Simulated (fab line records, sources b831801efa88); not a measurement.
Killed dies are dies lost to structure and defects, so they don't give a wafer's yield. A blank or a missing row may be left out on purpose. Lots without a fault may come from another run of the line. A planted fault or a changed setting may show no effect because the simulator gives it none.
Chamber matching | flow sfq_line | SFQ_TRILAYER_L0_CAP_PECVD_011 on pecvd-02: 3 sister chambers
The step deposits SiO2 from SiH4/N2O, time 13.333 s, target thk 60 nm. 6 wafers are shown with their chamber, then 7 later ones without.

WAFERS WITH THEIR CHAMBER
wafer  | chamber | throttle_valve_pct (%) | heater_power_w (W)
L602.6 | 2       | 24.0                   | 68
L603.1 | 0       | 28.4                   | 89
L603.2 | 1       | 24.9                   | 56
L603.4 | 0       | 28.6                   | 89
L604.1 | 2       | 23.9                   | 60
L604.2 | 1       | 25.1                   | 58

WAFERS WITHOUT THEIR CHAMBER
wafer  | throttle_valve_pct (%) | heater_power_w (W)
L604.4 | 24.3                   | 60
L613.2 | 28.6                   | 85
L613.4 | 25.0                   | 62
L613.5 | 28.3                   | 88
L616.1 | 24.2                   | 60
L616.3 | 24.9                   | 52
L616.5 | 24.3                   | 60

WHICH CHAMBER EACH WENT THROUGH
wafer  | from the rows above | in truth
L604.4 | 2                   | 2
L613.2 | 0                   | 0
L613.4 | 1                   | 1
L613.5 | 0                   | 0
L616.1 | 2                   | 2
L616.3 | 1                   | 1
L616.5 | 2                   | 2
Placed correctly: 7 of 7. Can't be placed from these rows: 0. Placed wrongly: 0.
How it was worked out, from the rows above alone: a wafer's distance from a chamber is the root of the sum, over the readings, of the square of ((its reading less the chamber's mean) divided by the reading's scatter). The wafer belongs to the nearest chamber; if the next one is less than 2 further off, it can't be placed. A chamber's mean is the mean of its shown wafers. The scatter: the root of (the sum of the squares of (reading less its chamber's mean) over the shown wafers, divided by (wafers less chambers)).
